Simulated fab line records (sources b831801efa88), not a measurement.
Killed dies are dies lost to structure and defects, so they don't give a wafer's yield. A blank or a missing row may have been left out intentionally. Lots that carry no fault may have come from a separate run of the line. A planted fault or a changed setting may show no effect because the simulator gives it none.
A lot that was struck, set against a sound lot ; flow gf180mcu ; 16 out of 602 route steps
Sound: the wafers L450.4, L450.5, L450.6. Struck: wafer L456.2 (L456.1, L456.5, from the same lot, were not struck and are left out); the cause is given at the end.
Each step with rows lists, per side, the tool, then ch with its chambers, then its first start. Under that, the readings that differ: sound wafers ; struck wafers ; difference of the means ; sigmas: that difference in standard deviations of wafers without a fault.
alike: words and numbers the same on both sides, and readings whose means are apart by under 2 such deviations; not compared: readings that were withheld, readings missing a value for some wafer, numbers with overlapping values and no deviation given by the record, and bounds like >300 which may hide the same value.
A row with sigmas, a row that says differs or no value, or rows on one side alone: a step with any of these is where the two part. Numbers that have no deviation but don't overlap get no sigmas and don't part them. A reading that every wafer of one side lacks parts them only if that side has two wafers or more.

GF_M4_SPUTTER_04: material TiN, target thk 50 nm, time 41.7 s.
  sound on pvdSputter-02, day 24 15:56; struck on pvdSputter-02, day 26 15:38
  alike: throttleValvePct
GF_M4_RS_MEAS_05: the measuring method here is four-point-probe.
  sound on filmMetro-03, day 24 16:02; struck on filmMetro-02, day 26 15:41
  alike: M4_ALCU_RS
GF_M4_THK_MEAS_06: measures by xrf.
  sound on filmMetro-03, day 24 16:07; struck on filmMetro-02, day 26 15:48
  alike: M4_ALCU_THK
then, 7 steps without rows for these wafers: GF_M4_DEHYDRATE_07 (time 60 s); GF_M4_HMDS_08 (prime time 60 s); GF_M4_COAT_09 (resist thk 1000 nm); GF_M4_SOFTBAKE_10 (time 60 s); GF_M4_EXPOSE_11 (exposes mask Metal4, target cd 280 nm); GF_M4_PEB_12 (peb time 90 s); GF_M4_DEVELOP_13 (develop time 60 s).
GF_M4_CD_MEAS_14: the cd target is 280 nm.
  sound on cdSem-01, day 25 13:40; struck on cdSem-01, day 27 11:31
  alike: cdNm
GF_M4_OVL_MEAS_15:
  sound on overlay-02, day 25 13:45; struck on overlay-01, day 27 11:38
  alike: M4_OVL
GF_M4_METAL_ETCH_16: etches the open film in Cl2/BCl3, stops on SiO2, target depth 750.8 nm, time 125.1 s.
  sound on rieMetal-03 ch 0,1, day 25 13:49; struck on rieMetal-03 ch 0, day 27 11:40
reading;sound;struck;difference;sigmas
oesProductAu (a.u.);0.997 0.984 0.996;0.882;-0.110;-18
rfHoursCounterH (h);- - -;4;no value on the sound wafers;
runLengthS (s);153.5 153.2 153.7;181.5;+28.0;+67
throttleValvePct (%);28.231 28.244 28.231;28.353;+0.118;+12
model.KrF_of_M4_COAT_09.thkNm (nm);686.1 690.1 686.9;629.4;-58.3;
  alike: drypumpMotorCurrentA, rfFwdPowerW
GF_M4_STRIP_17: strips in O2/N2.
  sound on plasmaAsher-04 ch 0,1, day 25 13:56; struck on plasmaAsher-02 ch 1, day 27 11:47
reading;sound;struck;difference;sigmas
oesProductAu (a.u.);0.535 0.539 0.542;0.511;-0.028;-5
rfHoursCounterH (h);- - -;96;no value on the sound wafers;
stripTimeToEndpointS (s);7.40 7.44 7.40;6.82;-0.59;-13
  alike: drypumpMotorCurrentA, heaterPowerW
then, 1 step without rows for these wafers: GF_M4_STRIP_18 (strips in post etch residue remover, time 1200 s).
GF_PASSIVATION_PROBE_99:
  the record has rows for the sound wafers here (prober-01, day 30 21:29) and none for the struck ones

## WHERE THEY PART
Earliest at GF_M4_METAL_ETCH_16; latest, in this record, at GF_PASSIVATION_PROBE_99.

WHY: the cause the simulator had injected
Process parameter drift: rieMetal-03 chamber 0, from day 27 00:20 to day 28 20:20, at GF_M4_METAL_ETCH_16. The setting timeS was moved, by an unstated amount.
